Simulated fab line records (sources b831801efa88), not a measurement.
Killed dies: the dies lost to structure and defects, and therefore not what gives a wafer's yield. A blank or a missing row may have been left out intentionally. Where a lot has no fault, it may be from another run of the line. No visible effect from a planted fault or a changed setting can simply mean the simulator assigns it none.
fab line records	flow sky130
record: lots: 10	wafers: 30	last_day: 52
route steps=708 shown VIA4@652 METAL5@675 PASSIVATION@683 PAD_OPEN@708
lots that met no fault: from a run of the same line without faults
start_h: hours from the record's first day to the start of the lot's first wafer shown	wait_h: time in hours since the lot's previous step	" the same as in the row above	L1.1+2: several wafers, shown together as one row	- no value, or no start given	* or withheld: withheld	< > ~ a bound
route shown NAME@n: NAME is a module with steps in the file, n the number in the route of the first one	usual: average and standard deviation across the fault-free wafers	same: alike in all rows	chamber/n: place in a boat	sites: readings site by site	_std_site: the standard deviation of these	_edge_site: outer sites' mean less inner sites'	radius_mm: for every site, how far away it sits from the centre of the wafer	mask NAME#n: copy n	behind: the tool/chamber that last shaped the wafer	hold: reason for holding the lot/hours on hold/outcome of the hold	device: the transistor (n, p or np) that didn't switch	end of line: tests run on the same wafers once the route is complete	step lacking rows: just its recipe	killed: count of dies lost to structure and defects at first sort (not the wafer's yield)	map: the dies of a wafer, with x for killed, . for not killed, _ for no die there
set.NAME: the setting the step ran with; set.NAME@STEP: the setting that earlier step ran with	model.NAME: the simulator's own value behind a step, which no gauge read
one table for each step of the route and one row for each wafer, over a sample of lots
services: when a tool's chamber went out of use (start_h, in hours from the record's first day, below 0 if earlier), for how many hours, and the reason
== steps ==
step: SKY_VIA4_STRIP_13
recipe: chemistry: O2/N2	power_w: 1400	pressure_mtorr: 1500	platen_temp_c: withheld	o2_flow_sccm: 3000	n2_flow_sccm: 300	overash_fraction: 0.5
usual: drypump_motor_current_A: 5.8/0.32	oes_product_au: 0.710/0.0049	strip_time_to_endpoint_s: 12.81/0.033
lot.wafer	tool	chamber	start_h	wait_h	drypump_motor_current_A	oes_product_au	rf_hours_counter_h	strip_time_to_endpoint_s
L449.1	plasma_asher-03	0	963.50	-	5.8	0.700	114	12.83
L449.3	"	1	"	"	6.2	0.709	-	12.79
L449.6	"	0	"	"	5.8	0.710	-	12.82
L454.1	plasma_asher-01	0	986.75	-	5.3	0.712	81	12.81
L454.2	"	1	"	"	6.1	0.711	81	12.81
L454.6	"	0	"	"	5.2	0.714	-	12.78
L455.2	plasma_asher-03	1	1000.50	-	6.2	0.712	118	12.79
L455.4	"	0	"	"	5.8	0.705	-	12.82
L455.6	"	1	"	"	6.1	0.713	-	12.81
L456.2	plasma_asher-02	1	1009.92	-	6.0	0.718	58	12.80
L456.3	"	0	"	"	6.0	0.720	-	12.78
L456.4	"	1	"	"	6.0	0.709	-	12.78
L459.1	plasma_asher-02	1	1017.22	-	6.0	0.715	58	12.78
L459.2	"	0	"	"	6.0	0.719	58	12.78
L459.4	"	0	"	"	6.0	0.713	-	12.84
L460.2	plasma_asher-03	0	1024.50	-	5.8	0.704	120	12.84
L460.4	"	0	"	"	5.8	0.703	-	12.79
L460.5	"	1	"	"	6.2	0.710	-	12.76
L461.1	plasma_asher-03	0	1033.32	-	5.9	0.708	121	12.80
L461.3	"	0	"	"	5.8	0.712	-	12.77
L461.4	"	1	"	"	6.1	0.713	-	12.81
L466.2	plasma_asher-03	1	1186.12	-	6.2	0.714	9	12.78
L466.4	"	0	"	"	5.8	0.703	-	12.84
L466.6	"	0	"	"	5.8	0.716	-	12.79
L467.2	plasma_asher-02	1	1186.65	-	6.0	0.710	76	12.80
L467.4	"	1	"	"	6.0	0.714	-	12.86
L467.6	"	0	"	"	6.0	0.707	-	12.84
L469.2	plasma_asher-03	1	1187.85	-	6.1	0.708	9	12.86
L469.3	"	0	"	"	5.8	0.712	-	12.84
L469.4	"	1	"	"	6.1	0.702	-	12.88
step: SKY_VIA4_CVD_18
recipe: material: W	target_thk_nm: 505	time_s: 152.14	temp_c: 400	pressure_torr: 40
usual: heater_power_w: 822/70
lot.wafer	tool	chamber	start_h	wait_h	heater_power_w
L449.1	cvd_w-01	0	964.15	0.0	726
L449.3	"	1	"	"	884
L449.6	"	1	"	"	863
L454.1	cvd_w-01	0	987.41	0.0	716
L454.2	"	1	"	"	857
L454.6	"	1	"	"	834
L455.2	cvd_w-02	0	1001.15	0.0	796
L455.4	"	0	"	"	776
L455.6	"	0	"	"	799
L456.2	cvd_w-01	1	1010.57	0.0	883
L456.3	"	0	"	"	729
L456.4	"	1	"	"	881
L459.1	cvd_w-01	0	1017.93	0.0	740
L459.2	"	1	"	"	867
L459.4	"	1	"	"	895
L460.2	cvd_w-01	1	1025.15	0.0	859
L460.4	"	1	"	"	880
L460.5	"	0	"	"	723
L461.1	cvd_w-01	1	1033.97	0.0	862
L461.3	"	0	"	"	736
L461.4	"	1	"	"	889
L466.2	cvd_w-02	0	1186.78	0.0	811
L466.4	"	1	"	"	872
L466.6	"	0	"	"	814
L467.2	cvd_w-02	0	1187.71	0.0	794
L467.4	"	0	"	"	813
L467.6	"	0	"	"	807
L469.2	cvd_w-02	0	1188.97	0.0	817
L469.3	"	0	"	"	793
L469.4	"	1	"	"	897
step: SKY_METAL5_DESCUM_14
recipe: chemistry: O2	source_power_w: 150	bias_power_w: 0	pressure_mtorr: 10	temp_c: 40	time_s: 11
usual: drypump_motor_current_A: 5.8/0.47	oes_product_au: 0.995/0.0088
lot.wafer	tool	chamber	start_h	wait_h	drypump_motor_current_A	oes_product_au	rf_hours_counter_h
L449.1	rie_metal-03	1	990.56	0.1	5.6	0.998	7
L449.3	"	1	"	"	5.6	0.995	-
L449.6	"	1	"	"	5.6	1.001	-
L454.1	rie_metal-01	1	1012.06	0.1	5.3	1.006	23
L454.2	"	0	"	"	5.7	1.004	19
L454.6	"	0	"	"	5.7	0.998	-
L455.2	rie_metal-01	0	1024.09	0.1	5.6	0.991	20
L455.4	"	1	"	"	5.3	1.001	-
L455.6	"	0	"	"	5.7	0.983	-
L456.2	rie_metal-02	0	1033.01	0.1	6.5	0.987	17
L456.3	"	1	"	"	6.1	0.995	-
L456.4	"	0	"	"	6.5	0.992	-
L459.1	rie_metal-02	0	1040.59	0.1	6.4	1.001	17
L459.2	"	1	"	"	6.2	1.000	19
L459.4	"	1	"	"	6.1	0.997	-
L460.2	rie_metal-01	0	1047.92	0.1	5.7	0.983	-
L460.4	"	0	"	"	5.7	0.987	-
L460.5	"	0	"	"	5.7	0.979	-
L461.1	rie_metal-02	0	1055.64	0.1	6.5	0.997	18
L461.3	"	1	"	"	6.1	1.009	-
L461.4	"	0	"	"	6.5	1.005	-
L466.2	rie_metal-03	1	1204.81	0.1	5.6	0.999	22
L466.4	"	1	"	"	5.6	0.989	-
L466.6	"	1	"	"	5.6	1.005	-
L467.2	rie_metal-01	1	1205.62	0.1	5.3	0.999	16
L467.4	"	1	"	"	5.3	0.986	-
L467.6	"	0	"	"	5.7	0.987	-
L469.2	rie_metal-02	0	1206.92	0.1	6.5	0.992	31
L469.3	"	0	"	"	6.5	0.991	-
L469.4	"	1	"	"	6.2	1.008	-
step: SKY_PASSIVATION_CVD_02
recipe: material: Si3N4	target_thk_nm: 540	temp_c: 400	time_s: withheld	rf_w: 450
usual: heater_power_w: 717/80
lot.wafer	tool	chamber	start_h	wait_h	heater_power_w
L449.1	pecvd-04	2	991.60	0.1	822
L449.3	"	0	"	"	558
L449.6	"	0	"	"	602
L454.1	pecvd-03	2	1013.01	0.1	706
L454.2	"	0	"	"	749
L454.6	"	2	"	"	747
L455.2	pecvd-03	2	1025.03	0.0	815
L455.4	"	2	"	"	815
L455.6	"	0	"	"	728
L456.2	pecvd-03	2	1033.95	0.0	850
L456.3	"	1	"	"	643
L456.4	"	2	"	"	687
L459.1	pecvd-03	0	1041.57	0.1	716
L459.2	"	2	"	"	842
L459.4	"	1	"	"	605
L460.2	pecvd-04	2	1049.16	0.0	817
L460.4	"	2	"	"	824
L460.5	"	1	"	"	805
L461.1	pecvd-02	1	1056.62	0.1	809
L461.3	"	2	"	"	694
L461.4	"	2	"	"	710
L466.2	pecvd-02	1	1205.92	0.0	820
L466.4	"	2	"	"	721
L466.6	"	2	"	"	741
L467.2	pecvd-04	2	1206.56	0.0	792
L467.4	"	1	"	"	806
L467.6	"	2	"	"	816
L469.2	pecvd-03	0	1207.90	0.0	615
L469.3	"	1	"	"	544
L469.4	"	2	"	"	826
step: SKY_PASSIVATION_THK_MEAS_03
recipe: reads: Si3N4_of_PASSIVATION_CVD_02
usual: PASSIVATION_CVD_02_THK: 539/7.1
lot.wafer	tool	chamber	start_h	wait_h	hold	PASSIVATION_CVD_02_THK[nm]
L449.1	film_metro-02	-	991.84	-	-	530
L449.3	"	-	"	"	-	533
L449.6	"	-	"	"	-	534
L454.1	film_metro-04	-	1013.24	-	-	533
L454.2	"	-	"	"	-	522
L454.6	"	-	"	"	-	548
L455.2	film_metro-01	-	1025.26	-	-	541
L455.4	"	-	"	"	-	552
L455.6	"	-	"	"	-	536
L456.2	film_metro-02	-	1034.21	-	await_dispo/0.2h/release	647
L456.3	"	-	"	"	await_dispo/0.2h/release	524
L456.4	"	-	"	"	await_dispo/0.2h/release	648
L456.2	film_metro-02	-	1034.44	0.2	-	647
L456.3	"	-	"	"	-	523
L456.4	"	-	"	"	-	648
L459.1	film_metro-01	-	1041.80	-	await_dispo/0.2h/release	533
L459.2	"	-	"	"	await_dispo/0.2h/release	643
L459.4	"	-	"	"	await_dispo/0.2h/release	540
L459.1	film_metro-01	-	1042.05	0.2	-	534
L459.2	"	-	"	"	-	643
L459.4	"	-	"	"	-	540
L460.2	film_metro-04	-	1049.40	-	-	540
L460.4	"	-	"	"	-	555
L460.5	"	-	"	"	-	543
L461.1	film_metro-01	-	1056.84	-	-	533
L461.3	"	-	"	"	-	538
L461.4	"	-	"	"	-	547
L466.2	film_metro-04	-	1206.27	-	-	535
L466.4	"	-	"	"	-	531
L466.6	"	-	"	"	-	534
L467.2	film_metro-04	-	1206.79	-	-	540
L467.4	"	-	"	"	-	546
L467.6	"	-	"	"	-	555
L469.2	film_metro-01	-	1208.13	-	-	534
L469.3	"	-	"	"	-	539
L469.4	"	-	"	"	-	549
step: SKY_PASSIVATION_ETCH_11
recipe: chemistry: CF4/O2	target_depth_nm: 725	stop_on: AlCu	source_w: 800	bias_w: 150	pressure_mtorr: 150	cf4_flow_sccm: 80	O2_flow_sccm: 10	time_s: 161.1
usual: drypump_motor_current_A: 5.9/0.71	oes_product_au: 0.977/0.0069	throttle_valve_pct: 5.965/0.0091
lot.wafer	tool	chamber	start_h	wait_h	drypump_motor_current_A	oes_product_au	rf_hours_counter_h	throttle_valve_pct
L449.1	rie_diel-01	1	1015.54	-	6.1	0.972	24	5.970
L449.3	"	0	"	"	5.3	0.970	3	5.946
L449.6	"	0	"	"	5.3	0.970	-	5.961
L454.1	rie_diel-01	2	1035.31	-	6.5	0.969	8	5.939
L454.2	"	3	"	"	4.6	0.964	20	5.972
L454.6	"	2	"	"	6.5	0.990	-	5.964
L455.2	rie_diel-02	1	1047.01	-	5.2	0.978	15	5.961
L455.4	"	0	"	"	6.7	0.976	17	5.957
L455.6	"	3	"	"	6.7	0.978	-	5.971
L456.2	rie_diel-01	1	1054.81	-	6.1	0.994	25	5.964
L456.3	"	0	"	"	5.3	0.966	5	5.967
L456.4	"	3	"	"	4.6	1.006	22	5.974
L459.1	rie_diel-01	3	1062.01	-	4.7	0.973	22	5.964
L459.2	"	2	"	"	6.5	1.005	10	5.978
L459.4	"	0	"	"	5.3	0.972	5	5.974
L460.2	rie_diel-01	2	1068.96	-	6.5	0.977	10	5.962
L460.4	"	1	"	"	6.1	0.988	25	5.978
L460.5	"	2	"	"	6.5	0.980	-	5.967
L461.1	rie_diel-01	2	1076.76	-	6.5	0.971	10	5.967
L461.3	"	3	"	"	4.7	0.973	22	5.968
L461.4	"	0	"	"	5.3	0.983	5	5.971
L466.2	rie_diel-04	0	1221.27	-	6.4	0.980	17	5.942
L466.4	"	2	"	"	5.2	0.966	-	5.962
L466.6	"	0	"	"	6.4	0.976	-	5.952
L467.2	rie_diel-01	3	1222.04	-	4.6	0.978	27	5.982
L467.4	"	0	"	"	5.3	0.976	-	5.965
L467.6	"	3	"	"	4.6	0.988	-	5.972
L469.2	rie_diel-02	3	1223.51	-	6.7	0.972	23	5.959
L469.3	"	2	"	"	6.5	0.976	26	5.973
L469.4	"	1	"	"	5.2	0.985	21	5.978
step: SKY_PAD_OPEN_PROBE_99
usual: defect_limited_yield: 82.5/1.9	killed_at_M0_to_M3: 43/7	killed_at_M4_up: 2.7/1.6	killed_at_contacts: 24/5.3	killed_at_front_end: 16/4.6	killed_at_other: 0.3/0.53	killed_dies: 86/9.3	killed_open: 47/6.9	killed_short: 38/6.1	sort_bin_3_pad_short: 0.9/0.4	sort_bin_5_function: 10.3/1.4	sort_bin_6_memory: 6.3/1.1	sort_n_pass: 406/9.3	sort_yield_pct: 82.5/1.9
same: gross_dies: 492	killed_at_back_side: 0	sort_bin_4_leakage[%]: 0	sort_bin_8_speed[%]: 0
lot.wafer	tool	chamber	start_h	wait_h	defect_limited_yield[%]	killed_at_M0_to_M3	killed_at_M4_up	killed_at_contacts	killed_at_front_end	killed_at_other	killed_dies	killed_open	killed_short	sort_bin_3_pad_short[%]	sort_bin_5_function[%]	sort_bin_6_memory[%]	sort_n_pass	sort_yield_pct[%]
L459.1	prober-02	-	1083.26	0.1	78.9	52	1	27	24	0	104	62	42	1.6	12.6	6.9	388	78.9
L459.2	prober-02	-	1083.31	0.1	81.9	53	1	18	17	0	89	55	34	0.6	10.4	7.1	403	81.9
L459.4	prober-02	-	1083.41	0.2	84.3	37	2	18	19	1	77	37	40	0.4	8.7	6.5	415	84.3
L460.2	prober-01	-	1090.36	0.1	86.2	32	1	23	12	0	68	40	28	0.8	8.1	4.9	424	86.2
L460.4	prober-01	-	1090.46	0.2	82.7	34	3	33	15	0	85	50	35	0.4	9.8	7.1	407	82.7
L460.5	prober-01	-	1090.51	0.2	83.3	36	3	27	16	0	82	42	40	0.6	10.4	5.7	410	83.3
L461.1	prober-02	-	1097.70	0.1	84.6	42	4	10	20	0	76	38	38	0.8	9.8	4.9	416	84.6
L461.3	prober-02	-	1097.80	0.2	81.9	49	5	20	15	0	89	49	40	0.6	10.8	6.7	403	81.9
L461.4	prober-02	-	1097.85	0.2	84.3	40	4	18	14	1	77	42	35	0.6	10.2	4.9	415	84.3
L466.2	prober-02	-	1240.67	0.1	82.7	43	3	24	15	0	85	58	27	0.6	9.3	7.3	407	82.7
L466.4	prober-02	-	1240.77	0.2	81.9	46	2	25	16	0	89	52	37	0.2	11.2	6.7	403	81.9
L466.6	prober-02	-	1240.87	0.2	81.9	41	3	24	20	1	89	50	39	0.6	10.4	7.1	403	81.9
L467.2	prober-02	-	1241.31	0.1	84.8	41	2	19	13	0	75	45	30	0.6	8.3	6.3	417	84.8
L467.4	prober-02	-	1241.41	0.2	82.9	39	1	30	13	1	84	47	34	0.4	10.4	6.3	408	82.9
L467.6	prober-02	-	1241.51	0.2	82.3	48	1	19	17	2	87	47	38	0.2	11.2	6.3	405	82.3
killed by level:class
L459.1 VIA3:geometric_particle:open=10 VIA1:geometric_particle:open=10 LI_CONTACT:geometric_particle:open=8 CONTACT:geometric_particle:open=8 METAL2:geometric_particle:short=7 VIA2:geometric_particle:open=7 VIA1:geometric_particle:short=6 POLY_GATE:geometric_particle:short=5
L459.2 VIA1:geometric_particle:open=12 LI_CONTACT:geometric_particle:open=9 VIA3:geometric_particle:open=8 METAL1:geometric_particle:short=7 CONTACT:geometric_particle:open=5 VIA2:geometric_particle:open=5 POLY_GATE:geometric_particle:short=4 POLY_GATE:geometric_particle:open=4
L459.4 VIA1:geometric_particle:open=10 FIELD_ISO:geometric_particle:short=7 CONTACT:geometric_particle:short=7 CONTACT:geometric_particle:open=5 VIA3:geometric_particle:open=5 POLY_GATE:geometric_particle:open=4 LOCAL_INTERCONNECT:geometric_particle:short=4 VIA2:geometric_particle:open=4
L460.2 LI_CONTACT:geometric_particle:open=8 CONTACT:geometric_particle:open=7 METAL1:geometric_particle:short=7 FIELD_ISO:geometric_particle:open=5 VIA1:geometric_particle:open=5 VIA3:geometric_particle:open=5 POLY_GATE:geometric_particle:short=4 LOCAL_INTERCONNECT:geometric_particle:short=4
L460.4 CONTACT:geometric_particle:open=12 LI_CONTACT:geometric_particle:open=11 METAL1:geometric_particle:short=6 VIA3:geometric_particle:open=6 FIELD_ISO:geometric_particle:short=5 POLY_GATE:geometric_particle:short=4 VIA2:geometric_particle:open=4 CONTACT:geometric_particle:short=4
L460.5 CONTACT:geometric_particle:short=9 CONTACT:geometric_particle:open=9 VIA1:geometric_particle:open=8 METAL2:geometric_particle:short=5 POLY_GATE:geometric_particle:short=4 POLY_GATE:geometric_particle:open=4 SPACER:geometric_particle:open=4 METAL1:geometric_particle:open=4
L461.1 FIELD_ISO:geometric_particle:short=8 METAL1:geometric_particle:short=8 VIA3:geometric_particle:open=8 VIA1:geometric_particle:open=8 VIA2:geometric_particle:open=7 POLY_GATE:geometric_particle:short=4 POLY_GATE:geometric_particle:open=4 LI_CONTACT:geometric_particle:open=4
L461.3 VIA1:geometric_particle:open=12 VIA3:geometric_particle:open=11 CONTACT:geometric_particle:open=7 FIELD_ISO:geometric_particle:short=6 VIA2:geometric_particle:open=6 FIELD_ISO:geometric_particle:open=5 CONTACT:geometric_particle:short=5 METAL1:geometric_particle:short=5
L461.4 VIA1:geometric_particle:open=11 VIA3:geometric_particle:open=7 LI_CONTACT:geometric_particle:open=5 CONTACT:geometric_particle:open=5 VIA1:geometric_particle:short=5 VIA2:geometric_particle:open=5 FIELD_ISO:geometric_particle:short=4 POLY_GATE:geometric_particle:open=4
L466.2 VIA1:geometric_particle:open=22 LI_CONTACT:geometric_particle:open=10 CONTACT:geometric_particle:open=9 FIELD_ISO:geometric_particle:short=6 FIELD_ISO:geometric_particle:open=5 VIA3:geometric_particle:open=5 METAL2:geometric_particle:short=4 LOCAL_INTERCONNECT:geometric_particle:short=3
L466.4 VIA1:geometric_particle:open=14 LI_CONTACT:geometric_particle:open=8 VIA3:geometric_particle:open=8 CONTACT:geometric_particle:open=7 METAL2:geometric_particle:short=6 LI_CONTACT:geometric_particle:short=5 FIELD_ISO:geometric_particle:open=4 POLY_GATE:geometric_particle:short=4
L466.6 VIA1:geometric_particle:open=9 FIELD_ISO:geometric_particle:open=7 LI_CONTACT:geometric_particle:open=7 METAL1:geometric_particle:short=7 VIA2:geometric_particle:open=5 LOCAL_INTERCONNECT:geometric_particle:short=5 CONTACT:geometric_particle:open=5 POLY_GATE:geometric_particle:short=4
L467.2 VIA1:geometric_particle:open=10 VIA3:geometric_particle:open=7 LI_CONTACT:geometric_particle:open=6 CONTACT:geometric_particle:open=6 METAL1:geometric_particle:short=6 FIELD_ISO:geometric_particle:open=5 VIA2:geometric_particle:open=5 FIELD_ISO:geometric_particle:short=3
L467.4 LI_CONTACT:geometric_particle:open=16 VIA3:geometric_particle:open=13 VIA1:geometric_particle:open=6 CONTACT:geometric_particle:open=4 LI_CONTACT:geometric_particle:short=4 LOCAL_INTERCONNECT:geometric_particle:short=4 POLY_CUT:geometric_particle:short=3 VIA2:geometric_particle:short=3
L467.6 VIA3:geometric_particle:open=17 VIA1:geometric_particle:open=8 CONTACT:geometric_particle:open=7 VIA1:geometric_particle:short=6 METAL1:geometric_particle:short=5 FIELD_ISO:geometric_particle:short=4 FIELD_ISO:geometric_particle:open=4 LI_CONTACT:geometric_particle:open=4
== services ==
tool	chamber	start_h	hours	kind
rie_diel-01	-	949.29	1.0	repair
rie_metal-01	-	967.78	1.3	repair
rie_metal-01	-	977.32	2.8	pm
cvd_w-01	-	985.43	0.9	repair
rie_metal-02	1	988.70	3.0	repair
rie_diel-01	0	989.74	20.7	repair
rie_diel-01	-	989.89	1.6	repair
rie_diel-01	-	991.54	0.7	repair
rie_diel-01	2	995.97	1.2	repair
rie_diel-01	2	1010.36	4.6	repair
rie_diel-01	1	1036.40	5.5	repair
cvd_w-01	-	1038.78	0.9	repair
pecvd-03	1	1047.14	3.2	repair
pecvd-03	-	1047.43	0.7	repair
pecvd-03	-	1053.86	6.0	pm
plasma_asher-03	-	1055.25	9.0	pm
plasma_asher-03	-	1073.15	11.7	repair
cvd_w-02	0	1085.97	3.6	repair
plasma_asher-03	-	1095.26	8.2	repair
pecvd-03	-	1108.06	0.5	repair
rie_diel-01	0	1125.41	3.9	repair
cvd_w-01	-	1152.24	2.8	pm
plasma_asher-03	-	1166.02	6.5	repair
cvd_w-01	1	1179.38	2.8	repair
== key ==
first_sign: step: SKY_PASSIVATION_THK_MEAS_03	reading: visit	direction: added
effect: step: SKY_PASSIVATION_THK_MEAS_03	reading: PASSIVATION_CVD_02_THK	direction: up	sigmas: 15	usual: 539	struck: 646
effect: step: SKY_PASSIVATION_ETCH_11	reading: oes_product_au	direction: up	sigmas: 3.6	usual: 0.977	struck: 1.002
met_at SKY_PASSIVATION_CVD_02
struck_lots L456,L459
struck_wafers L456.2,L456.4,L459.2
not_acting_at SKY_VIA4_STRIP_13,SKY_VIA4_CVD_18,SKY_METAL5_DESCUM_14
onset_between 1025.03 1033.95
fault: kind: process_parameter_drift	tool: pecvd-03	chamber: 2	onset_h: 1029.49	steps: SKY_PASSIVATION_CVD_02	channel: time_s	offset: withheld	shape: step	end_h: 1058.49	acts_in: *
